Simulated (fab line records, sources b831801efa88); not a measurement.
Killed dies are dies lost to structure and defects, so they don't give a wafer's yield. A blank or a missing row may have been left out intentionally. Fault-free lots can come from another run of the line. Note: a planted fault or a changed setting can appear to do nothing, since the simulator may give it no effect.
Which tool did it? / flow sky130 / 12 lots, 36 wafers sampled, at 4 steps of a route of 708

== WHAT THE GAUGES READ, wafer by wafer ==
SKY_SD_N_OVL_MEAS_08. Usual: SD_N_OVL typically reads 0.2 nm, with standard deviation 1.6.
lot=L523; measured=day 28 16:31; on=overlay-01; SD_N_OVL (nm)=0.3 1.9 0.3; flag=
lot=L524; measured=day 29 05:59; on=overlay-02; SD_N_OVL (nm)=1.2 0.9 1.7; flag=
lot=L525; measured=day 29 23:11; on=overlay-01; SD_N_OVL (nm)=0.8 -0.7 1.5; flag=
lot=L527; measured=day 30 08:04; on=overlay-02; SD_N_OVL (nm)=0.8 2.8 -1.1; flag=
lot=L531; measured=day 31 08:22; on=overlay-02; SD_N_OVL (nm)=1.6 -0.6 0.2; flag=
lot=L535; measured=day 32 17:49; on=overlay-01; SD_N_OVL (nm)=0.3 1.2 -0.5; flag=
lot=L536; measured=day 33 01:22; on=overlay-02; SD_N_OVL (nm)=-0.9 0.7 -2.0; flag=
lot=L537; measured=day 33 11:40; on=overlay-01; SD_N_OVL (nm)=0.0 -0.6 -0.5; flag=
lot=L540; measured=day 34 11:17; on=overlay-01; SD_N_OVL (nm)=0.7 0.6 1.9; flag=
lot=L542; measured=day 35 00:08; on=overlay-02; SD_N_OVL (nm)=0.2 2.1 0.5; flag=
lot=L543; measured=day 35 03:22; on=overlay-02; SD_N_OVL (nm)=-2.2 -1.6 1.2; flag=
lot=L544; measured=day 35 07:44; on=overlay-01; SD_N_OVL (nm)=-1.5 1.8 0.2; flag=

== WHAT TOOL EACH LOT RAN ON (gives the tool, then ch and the chambers of the sampled wafers, and finally the start) ==
lot=L523; SKY_DNWELL_STRIP_08=plasmaAsher-01 ch 0,1, day 3 18:01; SKY_POLY_GATE_ETCH_16=rieDiel-03 ch 0,2, day 17 04:49; SKY_LDD_N_EXPOSE_04=ilineStepper-01 ch 0, day 17 22:50
lot=L524; SKY_DNWELL_STRIP_08=plasmaAsher-01 ch 0,1, day 3 21:56; SKY_POLY_GATE_ETCH_16=rieDiel-02 ch 1,3, day 17 16:51; SKY_LDD_N_EXPOSE_04=ilineStepper-01 ch 0, day 18 11:49
lot=L525; SKY_DNWELL_STRIP_08=plasmaAsher-04 ch 0,1, day 4 04:40; SKY_POLY_GATE_ETCH_16=rieDiel-02 ch 0,3, day 18 05:55; SKY_LDD_N_EXPOSE_04=ilineStepper-01 ch 0, day 19 03:17
lot=L527; SKY_DNWELL_STRIP_08=plasmaAsher-03 ch 0,1, day 4 14:08; SKY_POLY_GATE_ETCH_16=rieDiel-01 ch 2,3, day 18 22:28; SKY_LDD_N_EXPOSE_04=ilineStepper-02 ch 0, day 19 17:17
lot=L531; SKY_DNWELL_STRIP_08=plasmaAsher-01 ch 0,1, day 5 09:44; SKY_POLY_GATE_ETCH_16=rieDiel-02 ch 1,2,3, day 20 03:39; SKY_LDD_N_EXPOSE_04=ilineStepper-01 ch 0, day 20 21:26
lot=L535; SKY_DNWELL_STRIP_08=plasmaAsher-04 ch 0,1, day 6 05:08; SKY_POLY_GATE_ETCH_16=rieDiel-03 ch 0,1,3, day 21 12:19; SKY_LDD_N_EXPOSE_04=ilineStepper-02 ch 0, day 22 06:23
lot=L536; SKY_DNWELL_STRIP_08=plasmaAsher-03 ch 0,1, day 6 13:34; SKY_POLY_GATE_ETCH_16=rieDiel-03 ch 0,2,3, day 22 01:26; SKY_LDD_N_EXPOSE_04=ilineStepper-01 ch 0, day 22 19:04
lot=L537; SKY_DNWELL_STRIP_08=plasmaAsher-04 ch 0,1, day 6 18:27; SKY_POLY_GATE_ETCH_16=rieDiel-02 ch 1,2,3, day 22 12:23; SKY_LDD_N_EXPOSE_04=ilineStepper-02 ch 0, day 23 05:32
lot=L540; SKY_DNWELL_STRIP_08=plasmaAsher-04 ch 0,1, day 7 14:15; SKY_POLY_GATE_ETCH_16=rieDiel-01 ch 0,2, day 23 14:06; SKY_LDD_N_EXPOSE_04=ilineStepper-01 ch 0, day 24 07:02
lot=L542; SKY_DNWELL_STRIP_08=plasmaAsher-03 ch 0,1, day 8 01:03; SKY_POLY_GATE_ETCH_16=rieDiel-03 ch 0,1,3, day 24 05:56; SKY_LDD_N_EXPOSE_04=ilineStepper-01 ch 0, day 24 22:56
lot=L543; SKY_DNWELL_STRIP_08=plasmaAsher-03 ch 0,1, day 8 03:28; SKY_POLY_GATE_ETCH_16=rieDiel-01 ch 0,2, day 24 07:29; SKY_LDD_N_EXPOSE_04=ilineStepper-01 ch 0, day 25 00:17
lot=L544; SKY_DNWELL_STRIP_08=plasmaAsher-01 ch 0,1, day 8 10:58; SKY_POLY_GATE_ETCH_16=rieDiel-03 ch 1,2,3, day 24 12:56; SKY_LDD_N_EXPOSE_04=ilineStepper-01 ch 0, day 25 05:43
- SKY_DNWELL_STRIP_08: strips in O2/N2.
- SKY_POLY_GATE_ETCH_16: etches Si3N4 in CH3F/O2, stops on poly-Si, time 147.5 s, target depth 75 nm.
- SKY_LDD_N_EXPOSE_04: exposes mask NTM, target cd 840 nm.

== AS READ BY THE TOOLS THEMSELVES (means over the sampled wafers that have a number; for cases with no such wafer, the mark the record gives instead) ==
SKY_DNWELL_STRIP_08. Usual: drypumpMotorCurrentA 5.6 A, standard deviation 0.54; oesProductAu 0.723 a.u., standard deviation 0.0047; stripTimeToEndpointS 36.94 s, standard deviation 0.081.
lot=L523; tool=plasmaAsher-01; drypumpMotorCurrentA (A)=5.7; oesProductAu (a.u.)=0.727; stripTimeToEndpointS (s)=36.93; flag=
lot=L524; tool=plasmaAsher-01; drypumpMotorCurrentA (A)=5.7; oesProductAu (a.u.)=0.722; stripTimeToEndpointS (s)=36.98; flag=
lot=L525; tool=plasmaAsher-04; drypumpMotorCurrentA (A)=5.3; oesProductAu (a.u.)=0.725; stripTimeToEndpointS (s)=36.84; flag=
lot=L527; tool=plasmaAsher-03; drypumpMotorCurrentA (A)=5.5; oesProductAu (a.u.)=0.719; stripTimeToEndpointS (s)=36.93; flag=
lot=L531; tool=plasmaAsher-01; drypumpMotorCurrentA (A)=5.7; oesProductAu (a.u.)=0.721; stripTimeToEndpointS (s)=36.99; flag=
lot=L535; tool=plasmaAsher-04; drypumpMotorCurrentA (A)=5.5; oesProductAu (a.u.)=0.721; stripTimeToEndpointS (s)=36.98; flag=
lot=L536; tool=plasmaAsher-03; drypumpMotorCurrentA (A)=6.0; oesProductAu (a.u.)=0.716; stripTimeToEndpointS (s)=36.92; flag=
lot=L537; tool=plasmaAsher-04; drypumpMotorCurrentA (A)=5.5; oesProductAu (a.u.)=0.724; stripTimeToEndpointS (s)=36.94; flag=
lot=L540; tool=plasmaAsher-04; drypumpMotorCurrentA (A)=5.3; oesProductAu (a.u.)=0.726; stripTimeToEndpointS (s)=36.90; flag=
lot=L542; tool=plasmaAsher-03; drypumpMotorCurrentA (A)=5.5; oesProductAu (a.u.)=0.720; stripTimeToEndpointS (s)=36.92; flag=
lot=L543; tool=plasmaAsher-03; drypumpMotorCurrentA (A)=6.0; oesProductAu (a.u.)=0.722; stripTimeToEndpointS (s)=36.93; flag=
lot=L544; tool=plasmaAsher-01; drypumpMotorCurrentA (A)=5.7; oesProductAu (a.u.)=0.727; stripTimeToEndpointS (s)=37.04; flag=

SKY_POLY_GATE_ETCH_16. Usual: O2_flow_sccm 30.01 sccm, standard deviation 0.094; drypumpMotorCurrentA 5.78 A, standard deviation 0.27; oesProductAu 0.640 a.u., standard deviation 0.0056; throttleValvePct 10.535 %, standard deviation 0.0085.
lot=L523; tool=rieDiel-03; O2_flow_sccm (sccm)=30.01; drypumpMotorCurrentA (A)=5.53; oesProductAu (a.u.)=0.642; throttleValvePct (%)=10.530; flag=
lot=L524; tool=rieDiel-02; O2_flow_sccm (sccm)=29.97; drypumpMotorCurrentA (A)=5.80; oesProductAu (a.u.)=0.643; throttleValvePct (%)=10.540; flag=
lot=L525; tool=rieDiel-02; O2_flow_sccm (sccm)=29.98; drypumpMotorCurrentA (A)=5.64; oesProductAu (a.u.)=0.643; throttleValvePct (%)=10.534; flag=
lot=L527; tool=rieDiel-01; O2_flow_sccm (sccm)=29.99; drypumpMotorCurrentA (A)=5.94; oesProductAu (a.u.)=0.642; throttleValvePct (%)=10.535; flag=
lot=L531; tool=rieDiel-02; O2_flow_sccm (sccm)=30.10; drypumpMotorCurrentA (A)=5.97; oesProductAu (a.u.)=0.639; throttleValvePct (%)=10.536; flag=
lot=L535; tool=rieDiel-03; O2_flow_sccm (sccm)=30.03; drypumpMotorCurrentA (A)=5.76; oesProductAu (a.u.)=0.642; throttleValvePct (%)=10.539; flag=
lot=L536; tool=rieDiel-03; O2_flow_sccm (sccm)=29.99; drypumpMotorCurrentA (A)=5.70; oesProductAu (a.u.)=0.650; throttleValvePct (%)=10.535; flag=
lot=L537; tool=rieDiel-02; O2_flow_sccm (sccm)=29.95; drypumpMotorCurrentA (A)=5.96; oesProductAu (a.u.)=0.647; throttleValvePct (%)=10.527; flag=
lot=L540; tool=rieDiel-01; O2_flow_sccm (sccm)=30.09; drypumpMotorCurrentA (A)=5.77; oesProductAu (a.u.)=0.641; throttleValvePct (%)=10.544; flag=
lot=L542; tool=rieDiel-03; O2_flow_sccm (sccm)=29.99; drypumpMotorCurrentA (A)=5.77; oesProductAu (a.u.)=0.640; throttleValvePct (%)=10.540; flag=
lot=L543; tool=rieDiel-01; O2_flow_sccm (sccm)=30.08; drypumpMotorCurrentA (A)=5.79; oesProductAu (a.u.)=0.640; throttleValvePct (%)=10.542; flag=
lot=L544; tool=rieDiel-03; O2_flow_sccm (sccm)=29.96; drypumpMotorCurrentA (A)=5.55; oesProductAu (a.u.)=0.642; throttleValvePct (%)=10.531; flag=

SKY_LDD_N_EXPOSE_04. Usual: stageVelMmS 499.99 mm/s, standard deviation 0.27.
lot=L523; tool=ilineStepper-01; stageVelMmS (mm/s)=500.16; flag=
lot=L524; tool=ilineStepper-01; stageVelMmS (mm/s)=499.97; flag=
lot=L525; tool=ilineStepper-01; stageVelMmS (mm/s)=499.81; flag=
lot=L527; tool=ilineStepper-02; stageVelMmS (mm/s)=499.98; flag=
lot=L531; tool=ilineStepper-01; stageVelMmS (mm/s)=500.12; flag=
lot=L535; tool=ilineStepper-02; stageVelMmS (mm/s)=500.16; flag=
lot=L536; tool=ilineStepper-01; stageVelMmS (mm/s)=500.06; flag=
lot=L537; tool=ilineStepper-02; stageVelMmS (mm/s)=499.96; flag=
lot=L540; tool=ilineStepper-01; stageVelMmS (mm/s)=499.99; flag=
lot=L542; tool=ilineStepper-01; stageVelMmS (mm/s)=499.99; flag=
lot=L543; tool=ilineStepper-01; stageVelMmS (mm/s)=499.58; flag=
lot=L544; tool=ilineStepper-01; stageVelMmS (mm/s)=499.86; flag=

== THE ANSWER, worked out from the rows above alone ==
Rule: a lot counts as off when the mean over its wafers that have a number is more than 3 standard deviations away from the usual mean. A lot without any number at a reading at which 4 lots or more have one is off too. The other lots that the step has rows for count as sound. After the gauges, taken in route order, come the tools' own readings; for these a lot's mean is taken, as printed above. The first step at which some lot is off is used, and at that step the reading that is off furthest; a lot without a number counts as furthest.
Across all readings shown, no lot is off: no conclusion can be drawn from this.

== WHAT WAS PUT IN BY THE SIMULATOR ==
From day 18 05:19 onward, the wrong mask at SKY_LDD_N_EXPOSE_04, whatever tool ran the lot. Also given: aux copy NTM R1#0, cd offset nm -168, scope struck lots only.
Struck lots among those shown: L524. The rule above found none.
